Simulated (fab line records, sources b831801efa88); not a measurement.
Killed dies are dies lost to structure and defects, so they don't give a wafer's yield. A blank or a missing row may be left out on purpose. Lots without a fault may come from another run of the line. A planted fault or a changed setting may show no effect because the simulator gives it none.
A struck lot beside a sound one | flow sky130 | 16 steps out of a route of 708
Sound: wafers L285.1, L285.2, L285.4. Struck: wafers L281.3, L281.5, L281.6. The cause comes at the end.
At each step with rows: each side's tool, then ch and its chambers, then its first start. Under that, the readings that differ: sound wafers | struck wafers | difference of the means | sigmas: that difference in standard deviations of wafers without a fault.
alike: readings whose means differ by less than 2 such deviations, and words and numbers that are the same on both sides. not compared: withheld readings, readings that some wafer has no value for, bounds like >300 that may hide the same value, and numbers for which the record gives no deviation and whose values overlap.
The two part at a step that has a row with sigmas, a row that says differs or no value, or rows on one side only. Numbers that don't overlap but have no deviation are shown without sigmas and don't part them. A reading that every wafer of one side lacks parts them only if that side has two wafers or more.

first, 9 steps without rows for these wafers: SKY_CAP2M_CLEAN_17 (cleans in O3/DIW); SKY_METAL4_DEHYDRATE_05 (time 60 s); SKY_METAL4_HMDS_06 (prime time 60 s); SKY_METAL4_COAT_07 (resist thk 60 nm); SKY_METAL4_COAT_08 (resist thk 1140 nm); SKY_METAL4_SOFTBAKE_09 (time 90 s); SKY_METAL4_EXPOSE_10 (exposes mask MM4, target cd 300 nm); SKY_METAL4_PEB_11; SKY_METAL4_DEVELOP_12 (develop time 60 s).
SKY_METAL4_CD_MEAS_13: target cd 300 nm.
  sound on cd_sem-02, day 45 13:52; struck on cd_sem-01, day 45 13:33
  alike: cd_nm
SKY_METAL4_OVL_MEAS_14:
  sound on overlay-01, day 45 13:59; struck on overlay-02, day 45 13:39
  alike: METAL4_OVL
SKY_METAL4_DESCUM_15: chemistry O2, time 8 s.
  sound on rie_metal-02 ch 1, day 45 14:01; struck on rie_metal-01 ch 0,1, day 45 13:41
  alike: drypump_motor_current_A, he_backside_leak_sccm, oes_product_au
  not compared: rf_hours_counter_h
SKY_METAL4_ETCH_16: etches BARC in N2/H2, stops on SiO2, time 88.2 s, target depth 60 nm.
  sound on rie_metal-02 ch 1, day 45 14:05; struck on rie_metal-01 ch 0,1, day 45 13:44
  reading                                       | sound             | struck            | difference | sigmas
  model.KrF-thick_of_METAL4_COAT_08.thk_nm (nm) | 1078 1076 1074    | 1091 1091 1090    | +15        |
  model.METAL4.cd_nm (nm)                       | 298.3 298.3 297.7 | 309.7 308.8 303.5 | +9.2       |
  alike: drypump_motor_current_A, he_backside_leak_sccm, oes_product_au, throttle_valve_pct
  not compared: rf_hours_counter_h
SKY_METAL4_ETCH_17: etches SiO2 in C4F8/O2/Ar, stops on TiN, time 3.9 s, target depth 15 nm.
  sound on rie_diel-01 ch 1,2,3, day 45 14:17; struck on rie_diel-04 ch 0,1,3, day 45 13:48
  reading                 | sound             | struck            | difference | sigmas
  model.METAL4.cd_nm (nm) | 298.3 298.4 297.7 | 309.7 308.8 303.4 | +9.2       |
  alike: oes_product_au
  not compared: rf_hours_counter_h
SKY_METAL4_METAL_ETCH_18: etches the open film in Cl2/BCl3, stops on SiO2, target depth 845 nm, time 183.1 s.
  sound on rie_metal-01 ch 0,1, day 45 14:18; struck on rie_metal-03 ch 0,1, day 45 13:53
  alike: drypump_motor_current_A, he_backside_leak_sccm, oes_product_au, throttle_valve_pct
  not compared: rf_hours_counter_h
-- the record jumps here: 4 days lie between the struck wafers' starts before and after (it left off in module METAL4 and takes up again in module PAD_OPEN, whose first step shown is number 708 of the route) --
SKY_PAD_OPEN_PROBE_99:
  sound on prober-02, day 49 05:07; struck on prober-01, day 49 03:43
  alike: defect_limited_yield, killed_at_M0_to_M3, killed_at_M4_up, killed_at_contacts, killed_at_front_end, killed_dies, killed_open, killed_short

WHERE THEY PART
Nowhere in this record.

WHY: what the simulator had put in
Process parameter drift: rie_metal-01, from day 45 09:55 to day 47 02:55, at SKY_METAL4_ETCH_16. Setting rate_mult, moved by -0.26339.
